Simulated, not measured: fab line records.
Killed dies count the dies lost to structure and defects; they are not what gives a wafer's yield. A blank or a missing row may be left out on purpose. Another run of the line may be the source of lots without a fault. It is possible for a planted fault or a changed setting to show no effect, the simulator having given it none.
Struck lot and sound lot, side by side    flow sfq_line    21 steps out of a route of 325
Sound: the wafers L103.1, L103.2, L103.4. Wafers L109.1, L109.3, L109.6 were the ones struck. At the end, the cause is stated.
Each step with rows lists, per side, the tool, then ch with its chambers, then its first start. Under that, the readings that differ: sound wafers    struck wafers    difference of the means    sigmas: that difference in standard deviations of wafers without a fault.
alike: same words and numbers on both sides, and readings whose means sit less than 2 such deviations apart. not compared: any withheld reading, any reading some wafer has no value for, any bound like >300 that may hide the same value, and any number with overlapping values for which the record gives no deviation.
The two part at a step that has a row with sigmas, a row that says differs or no value, or rows on one side only. Numbers that don't overlap but have no deviation are shown without sigmas and don't part them. Lack of a reading on every wafer of one side parts them only where that side has two or more wafers.

first, 1 step without rows for these wafers: SFQ_TRILAYER_JJ_TRILAYER_DEP_AL_OXIDATION_111 (oxidation time 600 s).
SFQ_TRILAYER_JJ_TRILAYER_DEP_SPUTTER_112: material Nb, target thk 170 nm, time 113.3 s.
  sound on pvd_sputter-05 at day 54 05:26; struck on pvd_sputter-06 at day 55 05:25
  alike: cathode_dc_power_W, throttle_valve_pct
SFQ_JJ_RS_MEAS_929: measurement is done with a four-point probe.
  sound on film_metro-02 at day 54 05:31; struck on film_metro-02 at day 55 05:29
  alike: JJ_NB_RS
then, 6 steps without rows for these wafers: SFQ_TRILAYER_JJ_CE_LITHO_COAT_119 (resist thk 62 nm); SFQ_TRILAYER_JJ_CE_LITHO_COAT_114 (resist thk 600 nm); SFQ_TRILAYER_JJ_CE_LITHO_SOFTBAKE_118; SFQ_TRILAYER_JJ_CE_LITHO_EXPOSE_115 (exposes mask J5, target cd 700 nm); SFQ_TRILAYER_JJ_CE_LITHO_PEB_117 (peb time 60 s); SFQ_TRILAYER_JJ_CE_LITHO_DEVELOP_116 (time 60 s).
SFQ_JJ_OVL_MEAS_931:
  sound on overlay-01 at day 54 11:34; struck on overlay-02 at day 55 08:42
  alike: J5_OVL
SFQ_TRILAYER_JJ_CE_METRO_MEASURE_117:
  sound on cd_sem-02 at day 54 11:37; struck on cd_sem-02 at day 55 08:44
  alike: cd_nm
SFQ_TRILAYER_JJ_CE_BARC_OPEN_RIE_150: chemistry O2, target BARC, target depth 240 nm, time 80 s.
  sound on rie_metal-02 ch 1, day 54 12:49; struck on rie_metal-04 ch 0,1, day 55 09:56
  no value came back on the struck wafers for bias_w (W), chamber_pressure_mTorr (mTorr), drypump_motor_current_A (A), oes_product_au (a.u.); on the sound wafers bias_w (W) reads 79.63 79.79 79.98
  not compared: rf_hours_counter_h
SFQ_TRILAYER_JJ_CE_ETCH_RIE_118: chemistry SF6, target Nb, stops on Al2O3, time 97.7 s, target depth 170 nm.
  sound on rie_metal-02 ch 1, day 54 12:59; struck on rie_metal-04 ch 0,1, day 55 10:02
reading                sound              struck             difference  sigmas
oes_product_au (a.u.)  0.992 0.993 0.988  0.367 0.370 0.378  -0.619      -92
  alike: bias_w, chamber_pressure_mTorr, drypump_motor_current_A
  not compared: rf_hours_counter_h
next, for these wafers, 1 step has no rows: SFQ_TRILAYER_JJ_ANODIZE_ANODIZE_119.
SFQ_TRILAYER_JJ_CE_STRIP_STRIP_120: strips in O2.
  sound on rie_metal-04 ch 0,1, day 54 13:43; struck on rie_metal-03 ch 0,1, day 55 10:38
  alike: drypump_motor_current_A, oes_product_au
  not compared: rf_hours_counter_h
then, 4 steps without rows for these wafers: SFQ_TRILAYER_JJ_CE_STRIP_SOLV_CLEAN_121 (cleans in NMP, time 600 s); SFQ_TRILAYER_M5_LITHO_COAT_128 (resist thk 62 nm); SFQ_TRILAYER_M5_LITHO_COAT_123 (resist thk 600 nm); SFQ_TRILAYER_M5_LITHO_SOFTBAKE_127.
-- the record jumps here: 5 days lie between the struck wafers' starts before and after --
SFQ_TRILAYER_M5_LITHO_EXPOSE_124: exposes mask M5, target cd 700 nm.
  sound on krf_scanner-01 ch 0, day 59 13:23; struck on krf_scanner-01, day 60 06:11
  no value came back on the struck wafers for exposure_dose_mJ_cm2, focus_offset_nm (nm), sigma_outer; on the sound wafers exposure_dose_mJ_cm2 reads 14.401 14.410 14.407
  alike: mask
then, 1 step without rows for these wafers: SFQ_TRILAYER_M5_LITHO_PEB_126 (peb time 60 s).

WHERE THEY PART
At SFQ_TRILAYER_JJ_CE_BARC_OPEN_RIE_150 first; at SFQ_TRILAYER_M5_LITHO_EXPOSE_124 last (within this record only).

WHY: whatever the simulator had introduced
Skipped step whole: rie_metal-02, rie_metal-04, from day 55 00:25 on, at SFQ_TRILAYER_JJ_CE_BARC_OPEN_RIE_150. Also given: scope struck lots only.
